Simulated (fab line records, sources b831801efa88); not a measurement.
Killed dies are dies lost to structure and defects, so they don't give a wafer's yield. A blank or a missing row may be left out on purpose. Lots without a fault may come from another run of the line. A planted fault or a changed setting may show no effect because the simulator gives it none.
Split-lot experiment | flow sfq_line | 5 lots, 23 wafers read, on a route of 325 steps

THE SPLIT
At SFQ_TRILAYER_C5_BARC_OPEN_VIA_ETCH_210 (etches BARC in O2, target depth 125 nm, time 41.7 s), the setting time_s was moved away from the recipe's 41.7 s on 11 of the 23 wafers read, by -9.4% to +10.8%. The other wafers ran this setting at the recipe's value.

The reading is taken at the split's own step.

THE READING
KrF_of_TRILAYER_C5_LITHO_COAT_151.thk_nm (the simulator's own value, which no gauge read), in nm, at SFQ_TRILAYER_C5_BARC_OPEN_VIA_ETCH_210 (etches BARC in O2, target depth 125 nm, time 41.7 s). The file gives no usual value for it. The 12 wafers here that ran the recipe average 570.1 nm, standard deviation 2.1 nm.

wafer  | tool, chamber at the split | time_s as run, s | against the recipe | KrF_of_TRILAYER_C5_LITHO_COAT_151.thk_nm, nm | against lot-mates on the recipe
L074.1 | rie_diel-02, 0,1           | 38.92            | -6.7%              | 572.2                                        | +3.8
L074.2 | rie_diel-02, 0,1           | 38.92            | -6.7%              | 572.2                                        | +3.8
L074.4 | rie_diel-02, 3             | 41.7             | recipe             | 568.8                                        | -
L074.5 | rie_diel-02, 2             | 41.7             | recipe             | 568                                          | -
L074.6 | rie_diel-02, 3             | 38.92            | -6.7%              | 570.7                                        | +2.3
L078.1 | rie_diel-04, 1             | 41.7             | recipe             | 572.7                                        | -
L078.3 | rie_diel-04, 0             | 41.7             | recipe             | 572                                          | -
L078.4 | rie_diel-04, 3             | 41.7             | recipe             | 572.6                                        | -
L081.1 | rie_diel-02, 1             | 46.21            | +10.8%             | 562.7                                        | -5.6
L081.2 | rie_diel-02, 0             | 41.7             | recipe             | 568.7                                        | -
L081.3 | rie_diel-02, 2             | 41.7             | recipe             | 568.3                                        | -
L081.4 | rie_diel-02, 3             | 41.7             | recipe             | 568                                          | -
L081.5 | rie_diel-02, 3             | 46.21            | +10.8%             | 562.9                                        | -5.4
L083.1 | rie_diel-04, 2             | 40.07            | -3.9%              | 570.9                                        | +2.6
L083.3 | rie_diel-04, 1             | 41.7             | recipe             | 567.4                                        | -
L083.4 | rie_diel-04, 2             | 40.07            | -3.9%              | 572.3                                        | +4.0
L083.5 | rie_diel-04, 3             | 41.7             | recipe             | 569.2                                        | -
L083.6 | rie_diel-04, 1             | 40.07            | -3.9%              | 571.3                                        | +3.0
L082.1 | rie_diel-02, 0             | 41.7             | recipe             | 571.8                                        | -
L082.2 | rie_diel-02, 1,2           | 37.79            | -9.4%              | 576                                          | +3.5
L082.4 | rie_diel-02, 1,2           | 37.79            | -9.4%              | 576                                          | +3.5
L082.3 | rie_diel-02, 3             | 41.7             | recipe             | 573.1                                        | -
L082.6 | rie_diel-02, 0             | 37.79            | -9.4%              | 576.9                                        | +4.4
Where a row lists several chambers, the file gives one row for several wafers and doesn't say which wafer went through which chamber.

THE FIT
A straight line over all 23 wafers: KrF_of_TRILAYER_C5_LITHO_COAT_151.thk_nm changes by -0.587 nm for each +1% of time_s; r = -0.86; the points scatter about the line by 1.9 nm.
The same after taking each lot's own level away (the mean of its wafers on the recipe; 23 wafers): -0.486 nm for each +1%; r = -0.96; scatter 0.79 nm.
On that fit, the largest move of time_s shifts the reading by 5.3 nm.
The lots' own levels span 568.30 to 572.45 nm, that is 2.0 times the standard deviation above.
So the lot-to-lot level changes the slope: the two fits differ.
Check: with one of the wafers moved furthest among these (+10.8%) left out of the fit, the line predicts -5.02 nm for it against its lot-mates. It came out at -5.63 nm against them.

OTHER SPLITS ON THESE WAFERS
These wafers also went through other splits before the reading. Each is held against what the fit with the lots' levels taken away leaves over:
other split on the same wafers           | wafers away from the commonest value | r with KrF_of_TRILAYER_C5_LITHO_COAT_151.thk_nm (lot level and that fit taken away)
SFQ_TRILAYER_R5_LITHO_PEB_139 peb_time_s | 7                                    | +0.46

THE FILE'S OWN FIT
KrF_of_TRILAYER_C5_LITHO_COAT_151.thk_nm changes by -0.493 nm for each +1% of time_s, r = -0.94.
